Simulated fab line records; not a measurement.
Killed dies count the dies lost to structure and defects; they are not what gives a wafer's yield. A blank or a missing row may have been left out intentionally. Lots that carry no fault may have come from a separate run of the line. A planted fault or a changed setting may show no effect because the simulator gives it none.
Which of the tools did it? ; flow sky130 ; Sampling: 11 lots, 33 wafers, 4 of 708 route steps

## WHAT THE GAUGES READ, wafer by wafer
SKY_POLY_CUT_CD_MEAS_08 targets a cd of 270 nm. Usual: cdNm 270.3 nm, standard deviation 1.4.
lot;measured;on;cdNm (nm);flag
L687;day 24 05:58;cdSem-01;268.1 268.8 268.2;
L690;day 25 07:29;cdSem-01;269.4 269.6 268.2;
L691;day 26 00:02;cdSem-01;270.3 269.8 270.4;
L692;day 26 09:24;cdSem-02;269.7 269.4 270.6;
L695;day 26 22:58;cdSem-02;270.9 271.0 271.1;
L696;day 27 09:51;cdSem-01;270.5 270.2 269.9;
L697;day 27 12:05;cdSem-01;267.3 269.0 268.9;
L699;day 28 17:45;cdSem-02;270.5 269.1 271.4;
L705;day 30 11:28;cdSem-01;269.5 269.7 267.8;
L706;day 30 19:01;cdSem-01;271.1 269.9 270.7;
L707;day 30 23:37;cdSem-02;268.9 256.2 268.6;OFF

## WHAT TOOL EACH LOT RAN ON (gives the tool, then ch and the chambers of the sampled wafers, and finally the start)
lot;SKY_VT_ADJUST_LVTN_STRIP_09;SKY_GATE_OXIDE_STRIP_13;SKY_POLY_CUT_EXPOSE_05
L687;plasmaAsher-02 ch 0,1, day 6 19:19;plasmaAsher-03 ch 0,1, day 13 19:44;krfScanner-01 ch 0, day 23 15:06
L690;plasmaAsher-04 ch 0,1, day 7 15:05;plasmaAsher-03 ch 0,1, day 14 19:19;krfScanner-02 ch 0, day 24 16:28
L691;plasmaAsher-01 ch 0,1, day 8 01:57;plasmaAsher-01 ch 0,1, day 15 10:58;krfScanner-02 ch 0, day 25 09:54
L692;plasmaAsher-01 ch 0,1, day 8 07:40;plasmaAsher-03 ch 0,1, day 15 21:27;krfScanner-01 ch 0, day 25 18:59
L695;plasmaAsher-02 ch 0,1, day 9 00:02;plasmaAsher-01 ch 0,1, day 16 11:26;krfScanner-01 ch 0, day 26 08:11
L696;plasmaAsher-02 ch 1, day 9 05:39;plasmaAsher-04 ch 0,1, day 16 22:04;krfScanner-02 ch 0, day 26 19:31
L697;plasmaAsher-04 ch 0,1, day 9 12:53;plasmaAsher-04 ch 0,1, day 17 03:19;krfScanner-02 ch 0, day 26 22:35
L699;plasmaAsher-02 ch 0,1, day 10 10:17;plasmaAsher-04 ch 0,1, day 18 07:55;krfScanner-01 ch 0, day 28 03:18
L705;plasmaAsher-04 ch 0,1, day 11 23:59;plasmaAsher-03 ch 0,1, day 20 06:10;krfScanner-02 ch 0, day 29 21:29
L706;plasmaAsher-01 ch 0,1, day 12 03:51;plasmaAsher-03 ch 0,1, day 20 13:48;krfScanner-02 ch 0, day 30 05:43
L707;plasmaAsher-04 ch 0,1, day 12 08:20;plasmaAsher-03 ch 0,1, day 20 16:25;krfScanner-01 ch 0, day 30 09:53
- SKY_VT_ADJUST_LVTN_STRIP_09: strips in O2/N2.
- SKY_GATE_OXIDE_STRIP_13: strips in O2/N2.
- SKY_POLY_CUT_EXPOSE_05: exposes mask NPCM, target cd 270 nm.

## WHAT THE TOOLS THEMSELVES READ (means of the sampled wafers that have a number; where no wafer has one, the mark that the record gives instead)
SKY_VT_ADJUST_LVTN_STRIP_09. Usual: drypumpMotorCurrentA 6.06 A, standard deviation 0.19; oesProductAu 0.723 a.u., standard deviation 0.0049; stripTimeToEndpointS 36.89 s, standard deviation 0.1.
lot;tool;drypumpMotorCurrentA (A);oesProductAu (a.u.);stripTimeToEndpointS (s);flag
L687;plasmaAsher-02;6.17;0.727;36.78;
L690;plasmaAsher-04;5.94;0.719;36.85;
L691;plasmaAsher-01;6.18;0.722;36.99;
L692;plasmaAsher-01;6.20;0.721;36.73;
L695;plasmaAsher-02;6.09;0.720;36.92;
L696;plasmaAsher-02;6.26;0.726;36.99;
L697;plasmaAsher-04;5.95;0.725;37.03;
L699;plasmaAsher-02;6.10;0.718;36.89;
L705;plasmaAsher-04;5.94;0.726;37.02;
L706;plasmaAsher-01;6.20;0.725;36.94;
L707;plasmaAsher-04;5.92;0.730;36.82;

SKY_GATE_OXIDE_STRIP_13. Usual: drypumpMotorCurrentA 5.91 A, standard deviation 0.28; oesProductAu 0.715 a.u., standard deviation 0.0044; stripTimeToEndpointS 14.16 s, standard deviation 0.034.
lot;tool;drypumpMotorCurrentA (A);oesProductAu (a.u.);stripTimeToEndpointS (s);flag
L687;plasmaAsher-03;5.97;0.715;14.12;
L690;plasmaAsher-03;5.73;0.715;14.14;
L691;plasmaAsher-01;6.23;0.712;14.17;
L692;plasmaAsher-03;5.71;0.712;14.22;
L695;plasmaAsher-01;6.20;0.712;14.17;
L696;plasmaAsher-04;5.95;0.716;14.19;
L697;plasmaAsher-04;5.81;0.718;14.20;
L699;plasmaAsher-04;5.79;0.714;14.14;
L705;plasmaAsher-03;5.72;0.715;14.22;
L706;plasmaAsher-03;5.94;0.717;14.14;
L707;plasmaAsher-03;5.92;0.717;14.12;

SKY_POLY_CUT_EXPOSE_05. Usual: focusOffsetNm 0.0 nm, standard deviation 0.54.
lot;tool;focusOffsetNm (nm);flag
L687;krfScanner-01;0.0;
L690;krfScanner-02;-0.8;
L691;krfScanner-02;0.3;
L692;krfScanner-01;0.0;
L695;krfScanner-01;-0.1;
L696;krfScanner-02;0.0;
L697;krfScanner-02;-0.4;
L699;krfScanner-01;0.2;
L705;krfScanner-02;0.0;
L706;krfScanner-02;-0.4;
L707;krfScanner-01;0.4;

## THE ANSWER, worked out from the rows above alone
Rule: take the mean of a lot's wafers that have a number; if it is more than 3 standard deviations from the usual mean, the lot is off. Also off: a lot with no number at a reading for which 4 or more lots have one. All remaining lots with rows at the step are treated as sound. Order of review: gauges by route order, followed by the tools' own readings, for which a lot's mean as printed above is used. At the first step where some lot is off, the reading lying furthest off is the one used; lots without a number count as furthest.
Off: L707 (SKY_POLY_CUT_CD_MEAS_08, cdNm).
If a tool, at a process step before that reading, ran all the lots that are off and no sound lot after the first of them, it fits. The gauges at SKY_POLY_CUT_CD_MEAS_08 are tried like those tools. Can't be told from this: 4 tools fit, plasmaAsher-04 at SKY_VT_ADJUST_LVTN_STRIP_09, plasmaAsher-03 at SKY_GATE_OXIDE_STRIP_13, krfScanner-01 at SKY_POLY_CUT_EXPOSE_05, cdSem-02 at SKY_POLY_CUT_CD_MEAS_08.

## WHAT THE SIMULATOR HAD PUT IN
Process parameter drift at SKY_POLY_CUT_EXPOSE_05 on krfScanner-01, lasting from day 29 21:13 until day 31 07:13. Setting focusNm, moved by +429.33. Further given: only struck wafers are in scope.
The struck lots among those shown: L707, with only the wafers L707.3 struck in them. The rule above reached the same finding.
